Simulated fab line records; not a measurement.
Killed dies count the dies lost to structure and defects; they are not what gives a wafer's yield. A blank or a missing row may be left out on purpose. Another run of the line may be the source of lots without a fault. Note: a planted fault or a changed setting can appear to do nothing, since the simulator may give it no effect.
Which tool did it?    flow sky130    36 wafers from 12 lots sampled at 3 of the route's 708 steps

## WHAT THE GAUGES READ, wafer by wafer
SKY_VIA4_THK_MEAS_20: measures by xrf.
lot   measured      on             VIA4_W_THK (nm)
L634  day 42 20:58  film metro-02  499 508 505
L635  day 43 05:29  film metro-02  505 504 500
L636  day 43 13:35  film metro-04  513 511 513
L637  day 43 22:31  film metro-02  515 509 510
L639  day 43 22:35  film metro-04  505 506 509
L638  day 44 02:03  film metro-04  513 513 509
L641  day 44 14:01  film metro-03  511 505 513
L640  day 44 18:34  film metro-04  506 512 496
L647  day 46 08:32  film metro-04  505 511 498
L649  day 46 20:03  film metro-03  508 503 512
L652  day 47 15:20  film metro-02  500 501 501
L656  day 48 11:13  film metro-02  503 507 507

## WHICH TOOL RAN EACH LOT (tool, then ch and the chambers of the sampled wafers, then the start)
lot   SKY_VIA1_SPUTTER_20           SKY_VIA4_CVD_18
L634  pvd sputter-04, day 34 00:42  cvd w-01 ch 0,1, day 42 20:41
L635  pvd sputter-04, day 34 09:55  cvd w-02 ch 0,1, day 43 05:15
L636  pvd sputter-02, day 34 19:04  cvd w-01 ch 0,1, day 43 13:19
L637  pvd sputter-04, day 35 04:19  cvd w-01 ch 1, day 43 22:08
L639  pvd sputter-03, day 35 04:56  cvd w-02 ch 0,1, day 43 22:18
L638  pvd sputter-03, day 35 07:55  cvd w-01 ch 1, day 44 01:43
L641  pvd sputter-02, day 36 00:35  cvd w-02 ch 0,1, day 44 13:44
L640  pvd sputter-03, day 36 03:08  cvd w-02 ch 0,1, day 44 18:17
L647  pvd sputter-03, day 38 01:11  cvd w-01 ch 0,1, day 46 08:16
L649  pvd sputter-03, day 38 17:55  cvd w-01 ch 0,1, day 46 19:46
L652  pvd sputter-04, day 39 15:46  cvd w-02 ch 1, day 47 15:04
L656  pvd sputter-04, day 40 16:25  cvd w-01 ch 0,1, day 48 10:57
- SKY_VIA1_SPUTTER_20: material TiN, target thk 20 nm, time 80 s.
- SKY_VIA4_CVD_18: deposits W, target thk 505 nm, time 152.14 s.

## WHAT THE TOOLS THEMSELVES READ (means of the sampled wafers that have a number; where no wafer has one, the mark that the record gives instead)
SKY_VIA1_SPUTTER_20.
lot   tool            throttle valve pct (%)
L634  pvd sputter-04  30.3
L635  pvd sputter-04  30.8
L636  pvd sputter-02  28.9
L637  pvd sputter-04  30.1
L639  pvd sputter-03  29.9
L638  pvd sputter-03  29.8
L641  pvd sputter-02  28.8
L640  pvd sputter-03  29.7
L647  pvd sputter-03  30.3
L649  pvd sputter-03  29.7
L652  pvd sputter-04  30.7
L656  pvd sputter-04  30.9

SKY_VIA4_CVD_18.
lot   tool      heater power w (W)
L634  cvd w-01  802
L635  cvd w-02  757
L636  cvd w-01  783
L637  cvd w-01  831
L639  cvd w-02  747
L638  cvd w-01  815
L641  cvd w-02  752
L640  cvd w-02  763
L647  cvd w-01  790
L649  cvd w-01  793
L652  cvd w-02  760
L656  cvd w-01  811

## THE ANSWER, worked out from the rows above alone
Rule: the lots themselves supply what counts as usual. The widest of any qualifying gaps counts: lots, ordered by their means at a reading, are off when they make up no more than a third of the lots, leave a main group of 4 or more, and stand apart from it by 3 or more times the standard deviation of that group's means. The tables above print the reading to a certain number of digits; a main group whose means all agree to those digits is not used. Also off: a lot with no number at a reading for which 4 or more lots have one. Any other lot the step has rows for is counted as sound. Order of review: gauges by route order, followed by the tools' own readings, for which a lot's mean as printed above is used. At the first step where some lot is off, the reading lying furthest off is the one used; lots without a number count as furthest.
Nothing can be told from this: no lot is off at any reading shown.

## WHAT THE SIMULATOR PUT IN
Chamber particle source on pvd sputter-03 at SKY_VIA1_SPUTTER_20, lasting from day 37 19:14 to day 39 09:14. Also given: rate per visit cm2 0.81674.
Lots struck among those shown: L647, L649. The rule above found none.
